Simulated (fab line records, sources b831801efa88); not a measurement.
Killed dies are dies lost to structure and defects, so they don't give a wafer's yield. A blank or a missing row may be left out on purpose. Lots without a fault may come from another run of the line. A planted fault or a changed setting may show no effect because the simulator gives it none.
A struck lot beside a sound one | flow sky130 | 15 steps out of a route of 708
Sound: wafers L173.2, L173.4, L173.6. Struck: wafers L176.4, L176.5, L176.6. The cause comes at the end.
At each step with rows: each side's tool, then ch and its chambers, then its first start. Under that, the readings that differ: sound wafers | struck wafers | difference of the means | sigmas: that difference in standard deviations of wafers without a fault.
alike: readings whose means differ by less than 2 such deviations, and words and numbers that are the same on both sides. not compared: withheld readings, readings that some wafer has no value for, bounds like >300 that may hide the same value, and numbers for which the record gives no deviation and whose values overlap.
The two part at a step that has a row with sigmas, a row that says differs or no value, or rows on one side only. Numbers that don't overlap but have no deviation are shown without sigmas and don't part them. A reading that every wafer of one side lacks parts them only if that side has two wafers or more.

first, 1 step without rows for these wafers: SKY_SONOS_ONO_CVD_04 (deposits SiO2 from SiH4/N2O, target thk 5.7199 nm).
SKY_SONOS_ONO_THK_MEAS_05:
  sound on film_metro-04, day 16 16:13; struck on film_metro-01, day 17 12:05
  alike: SONOS_ONO_CVD_04_THK
then, 7 steps without rows for these wafers: SKY_SONOS_ONO_DEHYDRATE_06 (time 60 s); SKY_SONOS_ONO_HMDS_07 (prime time 60 s); SKY_SONOS_ONO_COAT_08 (resist thk 1140 nm); SKY_SONOS_ONO_SOFTBAKE_09 (time 60 s); SKY_SONOS_ONO_EXPOSE_10 (exposes mask ONOM, target cd 410 nm); SKY_SONOS_ONO_PEB_11; SKY_SONOS_ONO_DEVELOP_12 (develop time 60 s).
SKY_SONOS_ONO_CD_MEAS_13: target cd 410 nm.
  sound on cd_sem-02, day 17 20:54; struck on cd_sem-02, day 18 18:03
  reading    | sound             | struck            | difference | sigmas
  cd_nm (nm) | 412.7 412.8 412.6 | 407.7 407.0 404.4 | -6.3       | -3
SKY_SONOS_ONO_OVL_MEAS_14:
  sound on overlay-02, day 17 21:00; struck on overlay-01, day 18 18:08
  alike: SONOS_ONO_OVL
SKY_SONOS_ONO_ETCH_15: etches the open film in CHF3/O2, target depth 19.52 nm, time 7.8 s.
  sound on rie_diel-04 ch 0,2, day 17 21:02; struck on rie_diel-04 ch 0,1,3, day 18 18:09
  alike: chamber_pressure_mTorr, drypump_motor_current_A, oes_product_au, throttle_valve_pct
  not compared: rf_hours_counter_h
SKY_SONOS_ONO_WET_ETCH_16: etches SiO2 in dHF, target depth 14 nm, time 280 s.
  sound on wet_bench-03 ch 3, day 17 21:03; struck on wet_bench-03 ch 1, day 18 18:10
  reading          | sound       | struck      | difference | sigmas
  run_length_s (s) | 306 306 306 | 277 277 277 | -29        | -9
SKY_SONOS_ONO_STRIP_17: strips in O2/N2.
  sound on plasma_asher-04 ch 0,1, day 17 21:08; struck on plasma_asher-04 ch 0,1, day 18 18:17
  alike: chamber_pressure_mTorr, drypump_motor_current_A, o2_flow_sccm, oes_product_au, strip_time_to_endpoint_s
  not compared: rf_hours_counter_h
SKY_PAD_OPEN_PROBE_99:
  the record has rows for the sound wafers here (prober-02, day 49 12:28) and none for the struck ones

WHERE THEY PART
First at SKY_SONOS_ONO_CD_MEAS_13; last, within this record, at SKY_PAD_OPEN_PROBE_99.

WHY: what the simulator had put in
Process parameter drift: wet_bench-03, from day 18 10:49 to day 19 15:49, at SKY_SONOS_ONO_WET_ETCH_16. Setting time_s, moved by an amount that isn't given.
